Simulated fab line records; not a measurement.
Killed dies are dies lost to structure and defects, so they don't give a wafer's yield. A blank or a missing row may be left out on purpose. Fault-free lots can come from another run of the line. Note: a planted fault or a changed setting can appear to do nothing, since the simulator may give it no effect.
8D (eight disciplines) problem report, filled in by code	flow gf180mcu	the parts of the form that need people (team, actions taken, sign-off) are left out

== 1. WHAT WENT WRONG ==
biasW at GF_M3_METAL_ETCH_16 reads a mean of 135.2 W on 4 wafers of 2 lots; wafers without a fault read 140.0 W with a standard deviation of 0.41. That puts it -12 standard deviations away from the usual mean.
The step: etches the open film in Cl2/BCl3, stops on SiO2, target depth 750.8 nm, time 125.1 s.
First seen on wafer L906.2, day 26 21:43, on rieMetal-02. The record has a number at this step for 39 wafers belonging to 13 lots. By rule, "out" or "out of limits" means more than 4 standard deviations away from the usual mean. Any other wafer with a number is counted as sound.

== 2. WHAT IT IS AND WHAT IT IS NOT ==
question	is	is not
which readings at this step	biasW	drypumpMotorCurrentA, heBacksideLeakSccm, oesProductAu, throttleValvePct
which lots	L906, L907	L890, L893, L895, L896, L897, L898, L899, L900, L901, L903, L913
which wafers of those lots	L906.2, L906.4, L906.6, L907.1	L907.2, L907.3
read on which tools	rieMetal-02	rieMetal-03, rieMetal-04
when	from day 26 21:43	up to then (30 sound wafers); but 5 sound wafers of L907, L913 came after

== 3. THE SUSPECTS, EACH WITH WHAT RULES IT OUT ==
Counting: any tool at a process step up to the reading remains a suspect provided it ran every lot that is out. Sound lots after the first of them don't rule it out here, since some wafers of a struck lot are sound.
- rieMetal-02 at GF_M3_METAL_ETCH_16 (etches the open film in Cl2/BCl3, stops on SiO2, target depth 750.8 nm, time 125.1 s): kept. It ran every lot that is out, first L906 (day 26 21:43); its last sound lot up to then is L903 (day 25 22:31). Its own readings are out on those wafers: biasW.
- Within rieMetal-02 at GF_M3_METAL_ETCH_16, the wafers that are out were processed in chamber 0 and their sound lot-mates in chamber 1.
The count leaves rieMetal-02 at GF_M3_METAL_ETCH_16.

== 4. THE CAUSE (what the simulator had put in) ==
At GF_M3_METAL_ETCH_16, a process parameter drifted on rieMetal-02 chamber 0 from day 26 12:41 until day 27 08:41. Setting biasW shifted by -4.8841 from 140. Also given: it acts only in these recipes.
After counting, this tool was the only one left.

== 5. THE CHAIN OF EFFECTS, in route order ==
One row per reading whose mean, taken over the struck wafers that have a number, lies over 3 standard deviations from the usual. Only readings whose record carries a usual standard deviation are examined. hours: median over the lots of the time between each lot's start at the first step of this table that gives one and its start at this step. sigmas: the change, counted in usual standard deviations.
hours	step	reading	usual	on struck wafers	change	sigmas
0	GF_M3_METAL_ETCH_16	biasW	140.0 W	135.2	-4.8	-12
Here are the process steps it includes:
- GF_M3_METAL_ETCH_16: etches the open film in Cl2/BCl3, stops on SiO2, target depth 750.8 nm, time 125.1 s.

== 6. WHAT WOULD HAVE CAUGHT IT SOONER ==
First out-of-limits reading in this record: day 26 21:43, which is 9 hours after fault onset at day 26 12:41.
